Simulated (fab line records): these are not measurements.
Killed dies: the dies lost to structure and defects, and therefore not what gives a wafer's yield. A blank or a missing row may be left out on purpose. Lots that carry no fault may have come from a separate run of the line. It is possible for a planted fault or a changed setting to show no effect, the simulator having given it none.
Which tool is to blame? || flow gf180mcu || 15 lots with 44 wafers sampled at 5 steps, on a route of 602 steps

WHAT THE GAUGES SHOWED, per wafer
The record holds no reading of a measuring or inspecting step that can be judged against a usual standard deviation.

EACH LOT AND THE TOOL THAT RAN IT (in order: tool; ch and the chambers of the sampled wafers; start)
{"lot": "L584", "GF_M5_ETCH_09": "rie diel-04 ch 1,2, day 26 07:31", "GF_V5_CMP_04": "cmp-02 ch 0,1, day 26 08:32", "GF_V5_ETCH_17": "rie diel-03 ch 0,2, day 27 06:58 or earlier", "GF_V5_SPUTTER_21": "pvd sputter-01, day 27 06:58", "GF_TOP_METAL_SPUTTER_02": "pvd sputter-02, day 27 07:47"}
{"lot": "L586", "GF_M5_ETCH_09": "rie diel-02 ch 0,2, day 27 00:34", "GF_V5_CMP_04": "cmp-02 ch 0,1,3, day 27 01:38", "GF_V5_ETCH_17": "rie diel-04 ch 1,2,3, day 27 23:04 or earlier", "GF_V5_SPUTTER_21": "pvd sputter-01, day 27 23:04", "GF_TOP_METAL_SPUTTER_02": "pvd sputter-02, day 28 00:00"}
{"lot": "L587", "GF_M5_ETCH_09": "rie diel-04 ch 0,1,3, day 27 13:07", "GF_V5_CMP_04": "cmp-02 ch 0,2,3, day 27 14:21", "GF_V5_ETCH_17": "rie diel-03 ch 0,2,3, day 28 11:08 or earlier", "GF_V5_SPUTTER_21": "pvd sputter-01, day 28 11:08", "GF_TOP_METAL_SPUTTER_02": "pvd sputter-02, day 28 11:58"}
{"lot": "L588", "GF_M5_ETCH_09": "rie diel-02 ch 0,2,3, day 27 18:48", "GF_V5_CMP_04": "cmp-02 ch 1,2,3, day 27 20:11", "GF_V5_ETCH_17": "rie diel-04 ch 0,3, day 28 16:46 or earlier", "GF_V5_SPUTTER_21": "pvd sputter-01, day 28 16:46", "GF_TOP_METAL_SPUTTER_02": "pvd sputter-02, day 28 17:35"}
{"lot": "L589", "GF_M5_ETCH_09": "rie diel-02 ch 0,1,3, day 28 00:49", "GF_V5_CMP_04": "cmp-02 ch 1,2,3, day 28 01:52", "GF_V5_ETCH_17": "rie diel-01 ch 1,2,3, day 28 22:50 or earlier", "GF_V5_SPUTTER_21": "pvd sputter-03, day 28 22:50", "GF_TOP_METAL_SPUTTER_02": "pvd sputter-02, day 28 23:39"}
{"lot": "L590", "GF_M5_ETCH_09": "rie diel-02 ch 1,3, day 28 12:22", "GF_V5_CMP_04": "cmp-02 ch 2,3, day 28 13:23", "GF_V5_ETCH_17": "rie diel-03 ch 0,2, day 29 09:43 or earlier", "GF_V5_SPUTTER_21": "pvd sputter-01, day 29 09:43", "GF_TOP_METAL_SPUTTER_02": "pvd sputter-02, day 29 10:32"}
{"lot": "L591", "GF_M5_ETCH_09": "rie diel-01 ch 1,2,3, day 28 16:37", "GF_V5_CMP_04": "cmp-01 ch 0,3, day 28 17:41", "GF_V5_ETCH_17": "rie diel-04 ch 1,3, day 29 14:04 or earlier", "GF_V5_SPUTTER_21": "pvd sputter-01, day 29 14:04", "GF_TOP_METAL_SPUTTER_02": "pvd sputter-02, day 29 14:53"}
{"lot": "L600", "GF_M5_ETCH_09": "rie diel-02 ch 1,2,3, day 31 06:58", "GF_V5_CMP_04": "cmp-02 ch 0,1, day 31 07:55", "GF_V5_ETCH_17": "rie diel-03 ch 2,3, day 32 02:36 or earlier", "GF_V5_SPUTTER_21": "pvd sputter-02, day 32 02:36", "GF_TOP_METAL_SPUTTER_02": "pvd sputter-04, day 32 03:25"}
{"lot": "L601", "GF_M5_ETCH_09": "rie diel-02 ch 1,3, day 31 08:13", "GF_V5_CMP_04": "cmp-01 ch 0,2, day 31 09:10", "GF_V5_ETCH_17": "rie diel-01 ch 0,1,3, day 32 03:19 or earlier", "GF_V5_SPUTTER_21": "pvd sputter-03, day 32 03:19", "GF_TOP_METAL_SPUTTER_02": "pvd sputter-03, day 32 04:21"}
{"lot": "L602", "GF_M5_ETCH_09": "rie diel-02 ch 1,2,3, day 31 19:03", "GF_V5_CMP_04": "cmp-02 ch 0,3, day 31 20:01", "GF_V5_ETCH_17": "rie diel-03 ch 1,2,3, day 32 14:01 or earlier", "GF_V5_SPUTTER_21": "pvd sputter-01, day 32 14:01", "GF_TOP_METAL_SPUTTER_02": "pvd sputter-02, day 32 14:50"}
{"lot": "L603", "GF_M5_ETCH_09": "rie diel-01 ch 0,3, day 32 01:20", "GF_V5_CMP_04": "cmp-02 ch 0,1,2, day 32 02:29", "GF_V5_ETCH_17": "rie diel-04 ch 1,2,3, day 32 20:32 or earlier", "GF_V5_SPUTTER_21": "pvd sputter-01, day 32 20:32", "GF_TOP_METAL_SPUTTER_02": "pvd sputter-04, day 32 21:22"}
{"lot": "L604", "GF_M5_ETCH_09": "rie diel-02 ch 0,1, day 32 07:43", "GF_V5_CMP_04": "cmp-01 ch 0,1,3, day 32 08:43", "GF_V5_ETCH_17": "rie diel-01 ch 0,1,3, day 33 02:11 or earlier", "GF_V5_SPUTTER_21": "pvd sputter-03, day 33 02:11", "GF_TOP_METAL_SPUTTER_02": "pvd sputter-03, day 33 03:01"}
{"lot": "L605", "GF_M5_ETCH_09": "rie diel-04 ch 0,1,3, day 32 08:37", "GF_V5_CMP_04": "cmp-02 ch 0,3, day 32 09:36", "GF_V5_ETCH_17": "rie diel-03 ch 1,2, day 33 03:05 or earlier", "GF_V5_SPUTTER_21": "pvd sputter-01, day 33 03:05", "GF_TOP_METAL_SPUTTER_02": "pvd sputter-04, day 33 03:55"}
{"lot": "L606", "GF_M5_ETCH_09": "rie diel-01 ch 2,3, day 32 12:58", "GF_V5_CMP_04": "cmp-02 ch 0,1, day 32 13:57", "GF_V5_ETCH_17": "rie diel-01 ch 1,2,3, day 33 07:23 or earlier", "GF_V5_SPUTTER_21": "pvd sputter-01, day 33 07:23", "GF_TOP_METAL_SPUTTER_02": "pvd sputter-03, day 33 08:13"}
{"lot": "L607", "GF_M5_ETCH_09": "rie diel-01 ch 0,1,2, day 33 03:07", "GF_V5_CMP_04": "cmp-02 ch 2,3, day 33 04:07", "GF_V5_ETCH_17": "rie diel-01 ch 2,3, day 33 21:11 or earlier", "GF_V5_SPUTTER_21": "pvd sputter-01, day 33 21:11", "GF_TOP_METAL_SPUTTER_02": "pvd sputter-04, day 33 22:01"}
- GF_M5_ETCH_09: etches Si3N4 in CF4/O2, target depth 52 nm, time 11.6 s.
- GF_V5_CMP_04: polishes SiO2.
- GF_V5_ETCH_17: etches SiO2 in C4F8/O2/Ar, stops on TiN, target depth 855 nm.
- GF_V5_SPUTTER_21: material Ti, target thk 15 nm, time 80.02 s.
- GF_TOP_METAL_SPUTTER_02: material AlCu, target thk 900 nm, time 47.82 s.

WHAT THE TOOLS THEMSELVES READ (means of the sampled wafers that have a number; where no wafer has one, the mark that the record gives instead)
GF_M5_ETCH_09.
{"lot": "L584", "tool": "rie diel-04", "chamber pressure mTorr (mTorr)": 149.97, "drypump motor current A (A)": 6.4, "oes product au (a.u.)": 0.996, "throttle valve pct (%)": 5.973}
{"lot": "L586", "tool": "rie diel-02", "chamber pressure mTorr (mTorr)": 149.92, "drypump motor current A (A)": 5.1, "oes product au (a.u.)": 1.002, "throttle valve pct (%)": 5.975}
{"lot": "L587", "tool": "rie diel-04", "chamber pressure mTorr (mTorr)": 149.81, "drypump motor current A (A)": 5.7, "oes product au (a.u.)": 1.004, "throttle valve pct (%)": 5.971}
{"lot": "L588", "tool": "rie diel-02", "chamber pressure mTorr (mTorr)": 149.93, "drypump motor current A (A)": 5.3, "oes product au (a.u.)": 1.014, "throttle valve pct (%)": 5.978}
{"lot": "L589", "tool": "rie diel-02", "chamber pressure mTorr (mTorr)": 149.97, "drypump motor current A (A)": 5.5, "oes product au (a.u.)": 0.998, "throttle valve pct (%)": 5.971}
{"lot": "L590", "tool": "rie diel-02", "chamber pressure mTorr (mTorr)": 150.12, "drypump motor current A (A)": 5.8, "oes product au (a.u.)": 1.001, "throttle valve pct (%)": 5.965}
{"lot": "L591", "tool": "rie diel-01", "chamber pressure mTorr (mTorr)": 149.94, "drypump motor current A (A)": 5.7, "oes product au (a.u.)": 1.006, "throttle valve pct (%)": 5.972}
{"lot": "L600", "tool": "rie diel-02", "chamber pressure mTorr (mTorr)": 149.99, "drypump motor current A (A)": 5.7, "oes product au (a.u.)": 1.013, "throttle valve pct (%)": 5.973}
{"lot": "L601", "tool": "rie diel-02", "chamber pressure mTorr (mTorr)": 149.93, "drypump motor current A (A)": 5.9, "oes product au (a.u.)": 1.013, "throttle valve pct (%)": 5.975}
{"lot": "L602", "tool": "rie diel-02", "chamber pressure mTorr (mTorr)": 150.09, "drypump motor current A (A)": 5.6, "oes product au (a.u.)": 1.009, "throttle valve pct (%)": 5.967}
{"lot": "L603", "tool": "rie diel-01", "chamber pressure mTorr (mTorr)": 150.13, "drypump motor current A (A)": 5.4, "oes product au (a.u.)": 0.992, "throttle valve pct (%)": 5.967}
{"lot": "L604", "tool": "rie diel-02", "chamber pressure mTorr (mTorr)": 150.00, "drypump motor current A (A)": 5.2, "oes product au (a.u.)": 1.001, "throttle valve pct (%)": 5.967}
{"lot": "L605", "tool": "rie diel-04", "chamber pressure mTorr (mTorr)": 150.08, "drypump motor current A (A)": 5.8, "oes product au (a.u.)": 1.000, "throttle valve pct (%)": 5.974}
{"lot": "L606", "tool": "rie diel-01", "chamber pressure mTorr (mTorr)": 150.06, "drypump motor current A (A)": 6.0, "oes product au (a.u.)": 1.003, "throttle valve pct (%)": 5.963}
{"lot": "L607", "tool": "rie diel-01", "chamber pressure mTorr (mTorr)": 150.09, "drypump motor current A (A)": 5.2, "oes product au (a.u.)": 0.997, "throttle valve pct (%)": 5.971}

GF_V5_CMP_04.
{"lot": "L584", "tool": "cmp-02", "edge zone pressure frac": 0.998, "motor current A (A)": 13.2, "retaining ring pressure frac": 0.995}
{"lot": "L586", "tool": "cmp-02", "edge zone pressure frac": 1.001, "motor current A (A)": 12.9, "retaining ring pressure frac": 1.003}
{"lot": "L587", "tool": "cmp-02", "edge zone pressure frac": 1.002, "motor current A (A)": 12.5, "retaining ring pressure frac": 1.000}
{"lot": "L588", "tool": "cmp-02", "edge zone pressure frac": 0.999, "motor current A (A)": 11.7, "retaining ring pressure frac": 1.002}
{"lot": "L589", "tool": "cmp-02", "edge zone pressure frac": 1.001, "motor current A (A)": 11.7, "retaining ring pressure frac": 1.001}
{"lot": "L590", "tool": "cmp-02", "edge zone pressure frac": 1.001, "motor current A (A)": 12.1, "retaining ring pressure frac": 1.002}
{"lot": "L591", "tool": "cmp-01", "edge zone pressure frac": 0.996, "motor current A (A)": 12.3, "retaining ring pressure frac": 1.000}
{"lot": "L600", "tool": "cmp-02", "edge zone pressure frac": 1.004, "motor current A (A)": 11.9, "retaining ring pressure frac": 0.998}
{"lot": "L601", "tool": "cmp-01", "edge zone pressure frac": 0.996, "motor current A (A)": 13.2, "retaining ring pressure frac": 1.002}
{"lot": "L602", "tool": "cmp-02", "edge zone pressure frac": 0.998, "motor current A (A)": 13.4, "retaining ring pressure frac": 0.996}
{"lot": "L603", "tool": "cmp-02", "edge zone pressure frac": 1.004, "motor current A (A)": 12.3, "retaining ring pressure frac": 1.001}
{"lot": "L604", "tool": "cmp-01", "edge zone pressure frac": 1.000, "motor current A (A)": 12.0, "retaining ring pressure frac": 1.003}
{"lot": "L605", "tool": "cmp-02", "edge zone pressure frac": 0.996, "motor current A (A)": 13.7, "retaining ring pressure frac": 1.002}
{"lot": "L606", "tool": "cmp-02", "edge zone pressure frac": 0.996, "motor current A (A)": 12.3, "retaining ring pressure frac": 0.996}
{"lot": "L607", "tool": "cmp-02", "edge zone pressure frac": 0.996, "motor current A (A)": 12.0, "retaining ring pressure frac": 0.999}

GF_V5_ETCH_17.
{"lot": "L584", "tool": "rie diel-03", "chamber pressure mTorr (mTorr)": 40.00, "oes product au (a.u.)": 0.859}
{"lot": "L586", "tool": "rie diel-04", "chamber pressure mTorr (mTorr)": 39.97, "oes product au (a.u.)": 0.865}
{"lot": "L587", "tool": "rie diel-03", "chamber pressure mTorr (mTorr)": 40.00, "oes product au (a.u.)": 0.861}
{"lot": "L588", "tool": "rie diel-04", "chamber pressure mTorr (mTorr)": 40.00, "oes product au (a.u.)": 0.897}
{"lot": "L589", "tool": "rie diel-01", "chamber pressure mTorr (mTorr)": 40.02, "oes product au (a.u.)": 0.894}
{"lot": "L590", "tool": "rie diel-03", "chamber pressure mTorr (mTorr)": 39.95, "oes product au (a.u.)": 0.923}
{"lot": "L591", "tool": "rie diel-04", "chamber pressure mTorr (mTorr)": 39.95, "oes product au (a.u.)": 0.856}
{"lot": "L600", "tool": "rie diel-03", "chamber pressure mTorr (mTorr)": 40.02, "oes product au (a.u.)": 0.863}
{"lot": "L601", "tool": "rie diel-01", "chamber pressure mTorr (mTorr)": 40.01, "oes product au (a.u.)": 0.854}
{"lot": "L602", "tool": "rie diel-03", "chamber pressure mTorr (mTorr)": 40.02, "oes product au (a.u.)": 0.856}
{"lot": "L603", "tool": "rie diel-04", "chamber pressure mTorr (mTorr)": 39.97, "oes product au (a.u.)": 0.860}
{"lot": "L604", "tool": "rie diel-01", "chamber pressure mTorr (mTorr)": 39.94, "oes product au (a.u.)": 0.860}
{"lot": "L605", "tool": "rie diel-03", "chamber pressure mTorr (mTorr)": 40.00, "oes product au (a.u.)": 0.863}
{"lot": "L606", "tool": "rie diel-01", "chamber pressure mTorr (mTorr)": 40.01, "oes product au (a.u.)": 0.861}
{"lot": "L607", "tool": "rie diel-01", "chamber pressure mTorr (mTorr)": 40.02, "oes product au (a.u.)": 0.864}

GF_V5_SPUTTER_21.
{"lot": "L584", "tool": "pvd sputter-01", "throttle valve pct (%)": 30.3}
{"lot": "L586", "tool": "pvd sputter-01", "throttle valve pct (%)": 30.4}
{"lot": "L587", "tool": "pvd sputter-01", "throttle valve pct (%)": 30.1}
{"lot": "L588", "tool": "pvd sputter-01", "throttle valve pct (%)": 30.2}
{"lot": "L589", "tool": "pvd sputter-03", "throttle valve pct (%)": 29.3}
{"lot": "L590", "tool": "pvd sputter-01", "throttle valve pct (%)": 30.7}
{"lot": "L591", "tool": "pvd sputter-01", "throttle valve pct (%)": 30.4}
{"lot": "L600", "tool": "pvd sputter-02", "throttle valve pct (%)": 28.9}
{"lot": "L601", "tool": "pvd sputter-03", "throttle valve pct (%)": 30.3}
{"lot": "L602", "tool": "pvd sputter-01", "throttle valve pct (%)": 30.8}
{"lot": "L603", "tool": "pvd sputter-01", "throttle valve pct (%)": 30.5}
{"lot": "L604", "tool": "pvd sputter-03", "throttle valve pct (%)": 29.1}
{"lot": "L605", "tool": "pvd sputter-01", "throttle valve pct (%)": 30.6}
{"lot": "L606", "tool": "pvd sputter-01", "throttle valve pct (%)": 30.2}
{"lot": "L607", "tool": "pvd sputter-01", "throttle valve pct (%)": 30.6}

GF_TOP_METAL_SPUTTER_02.
{"lot": "L584", "tool": "pvd sputter-02", "throttle valve pct (%)": 29.8}
{"lot": "L586", "tool": "pvd sputter-02", "throttle valve pct (%)": 29.8}
{"lot": "L587", "tool": "pvd sputter-02", "throttle valve pct (%)": 29.2}
{"lot": "L588", "tool": "pvd sputter-02", "throttle valve pct (%)": 29.5}
{"lot": "L589", "tool": "pvd sputter-02", "throttle valve pct (%)": 29.1}
{"lot": "L590", "tool": "pvd sputter-02", "throttle valve pct (%)": 29.2}
{"lot": "L591", "tool": "pvd sputter-02", "throttle valve pct (%)": 29.0}
{"lot": "L600", "tool": "pvd sputter-04", "throttle valve pct (%)": 29.5}
{"lot": "L601", "tool": "pvd sputter-03", "throttle valve pct (%)": 29.6}
{"lot": "L602", "tool": "pvd sputter-02", "throttle valve pct (%)": 29.4}
{"lot": "L603", "tool": "pvd sputter-04", "throttle valve pct (%)": 29.8}
{"lot": "L604", "tool": "pvd sputter-03", "throttle valve pct (%)": 29.7}
{"lot": "L605", "tool": "pvd sputter-04", "throttle valve pct (%)": 29.5}
{"lot": "L606", "tool": "pvd sputter-03", "throttle valve pct (%)": 29.7}
{"lot": "L607", "tool": "pvd sputter-04", "throttle valve pct (%)": 29.0}

THE ANSWER, worked out from the rows above alone
Rule: what is usual is taken from the lots themselves. The widest of any qualifying gaps counts: lots, ordered by their means at a reading, are off when they make up no more than a third of the lots, leave a main group of 4 or more, and stand apart from it by 3 or more times the standard deviation of that group's means. If all means in a main group match to the digits the tables above print for the reading, that group is not used. A lot without any number at a reading at which 4 lots or more have one is off too. All remaining lots with rows at the step are treated as sound. The gauges are gone through in route order, then the tools' own readings, and for those a lot's mean is taken as printed above. At the first step where some lot is off, the reading lying furthest off is the one used; lots without a number count as furthest.
Off at GF_V5_ETCH_17 (oes product au): L588, L589, L590. The main group has a mean of 0.860 a.u. with a standard deviation of 0.0033.
If a tool, at that step or one of the process steps before it, ran each lot that is off and ran no sound lot following the first of them, it fits. GF_V5_ETCH_17: start missing for some lots; hours and lot order therefore follow GF_V5_SPUTTER_21. Not one of the candidates tried fits.

WHAT THE SIMULATOR HAD INSERTED
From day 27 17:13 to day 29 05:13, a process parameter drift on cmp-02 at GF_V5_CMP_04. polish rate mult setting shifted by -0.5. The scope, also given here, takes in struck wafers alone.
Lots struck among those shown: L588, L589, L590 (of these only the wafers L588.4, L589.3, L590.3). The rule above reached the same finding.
